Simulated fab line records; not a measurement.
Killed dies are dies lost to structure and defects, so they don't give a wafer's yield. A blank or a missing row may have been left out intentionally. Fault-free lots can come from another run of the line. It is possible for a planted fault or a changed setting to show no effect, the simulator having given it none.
Check of tool commonality / flow gf180mcu / 11 lots, 33 wafers sampled

== THE REASON FOR OPENING IT ==
At GF_STI_THK_MEAS_24 the reading STI_CVD_23_THK is flagged on 2 of 11 lots. Wafers without a fault read 647 nm, standard deviation 6.6.
Rule: a lot gets a flag if all its wafers with a number sit over 4 standard deviations from that mean, or if no wafer of it has a number. The other lots count as sound.

lot=L314; measured=day 2 11:20; on=film metro-04; STI_CVD_23_THK (nm), wafer by wafer=640 648 638; flag=
lot=L316; measured=day 2 18:50; on=film metro-01; STI_CVD_23_THK (nm), wafer by wafer=646 644 644; flag=
lot=L317; measured=day 3 00:24; on=film metro-01; STI_CVD_23_THK (nm), wafer by wafer=641 647 642; flag=
lot=L318; measured=day 3 05:50; on=film metro-01; STI_CVD_23_THK (nm), wafer by wafer=644 650 646; flag=
lot=L326; measured=day 4 23:07; on=film metro-03; STI_CVD_23_THK (nm), wafer by wafer=512 518 515; flag=FLAGGED
lot=L327; measured=day 5 03:08; on=film metro-03; STI_CVD_23_THK (nm), wafer by wafer=516 512 517; flag=FLAGGED
lot=L328; measured=day 5 08:16; on=film metro-03; STI_CVD_23_THK (nm), wafer by wafer=650 655 646; flag=
lot=L333; measured=day 6 12:20; on=film metro-04; STI_CVD_23_THK (nm), wafer by wafer=650 651 647; flag=
lot=L334; measured=day 6 15:13; on=film metro-01; STI_CVD_23_THK (nm), wafer by wafer=652 663 652; flag=
lot=L335; measured=day 6 21:11; on=film metro-01; STI_CVD_23_THK (nm), wafer by wafer=661 650 648; flag=
lot=L336; measured=day 7 03:47; on=film metro-01; STI_CVD_23_THK (nm), wafer by wafer=648 641 649; flag=
The mean of the flagged lots' numbers is 515 nm, -132 nm from the usual (-20 standard deviations).

== EACH LOT AND THE TOOL IT RAN ON ==
The record holds 1 process step before the reading, out of a route of 602 steps. Every cell lists first the tool, next ch and the chambers used by the sampled wafers, and last the start.
lot=L314; flag=; GF_STI_CVD_23=hdpcvd-01 ch 0,1,2, day 2 11:16
lot=L316; flag=; GF_STI_CVD_23=hdpcvd-01 ch 0,1,2, day 2 18:45
lot=L317; flag=; GF_STI_CVD_23=hdpcvd-01 ch 0,1, day 3 00:20
lot=L318; flag=; GF_STI_CVD_23=hdpcvd-01 ch 0,1,2, day 3 05:45
lot=L326; flag=FLAGGED; GF_STI_CVD_23=hdpcvd-01 ch 0,1, day 4 23:02
lot=L327; flag=FLAGGED; GF_STI_CVD_23=hdpcvd-01 ch 1,2, day 5 03:03
lot=L328; flag=; GF_STI_CVD_23=hdpcvd-02 ch 0,1,2, day 5 08:12
lot=L333; flag=; GF_STI_CVD_23=hdpcvd-02 ch 0,1,2, day 6 12:15
lot=L334; flag=; GF_STI_CVD_23=hdpcvd-02 ch 0,1,2, day 6 15:09
lot=L335; flag=; GF_STI_CVD_23=hdpcvd-02 ch 0,1,2, day 6 21:05
lot=L336; flag=; GF_STI_CVD_23=hdpcvd-02 ch 0,1,2, day 7 03:42
What is done by these steps:
- GF_STI_CVD_23: deposits SiO2, target thk 650 nm, time 108.3 s.
- GF_STI_THK_MEAS_24

== FLAGGED AGAINST TOTAL, ONE TOOL AT A TIME (gauges that did the reading follow at the end) ==
step=GF_STI_CVD_23; tool=hdpcvd-01; lots run=6; flagged=2; share of the flagged lots=all; sound lots run after its first flagged lot=0
step=GF_STI_CVD_23; tool=hdpcvd-02; lots run=5; flagged=0; share of the flagged lots=none; sound lots run after its first flagged lot=-
step=GF_STI_THK_MEAS_24; tool=film metro-01; lots run=6; flagged=0; share of the flagged lots=none; sound lots run after its first flagged lot=-
step=GF_STI_THK_MEAS_24; tool=film metro-03; lots run=3; flagged=2; share of the flagged lots=all; sound lots run after its first flagged lot=1 (L328)
step=GF_STI_THK_MEAS_24; tool=film metro-04; lots run=2; flagged=0; share of the flagged lots=none; sound lots run after its first flagged lot=-

== WHAT THE TABLE PERMITS ==
In 2 table rows, all flagged lots were run: hdpcvd-01 (GF_STI_CVD_23), film metro-03 (GF_STI_THK_MEAS_24).
- hdpcvd-01 at GF_STI_CVD_23: 2 of its 6 lots flagged. It ran its last sound lot, L318, at day 3 05:45 and its first flagged lot, L326, at day 4 23:02: a fault with its onset between the two fits. Its own readings (sih4 flow sccm) fall more than 4 standard deviations out on all wafers of the flagged lots.
- film metro-03 at GF_STI_THK_MEAS_24: 2 of its 3 lots flagged. Lots that were sound ran on it after the first flagged one (L328); a persistent fault on the entire tool would not allow that.
Just one tool remains: hdpcvd-01 at GF_STI_CVD_23.

== WHAT THE SIMULATOR HAD INSERTED ==
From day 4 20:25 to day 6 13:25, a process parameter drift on hdpcvd-01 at GF_STI_CVD_23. Setting sih4 flow sccm shifted by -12 from 60. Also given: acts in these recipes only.
Lots struck among those shown: L326, L327. The rule given above showed the same thing.
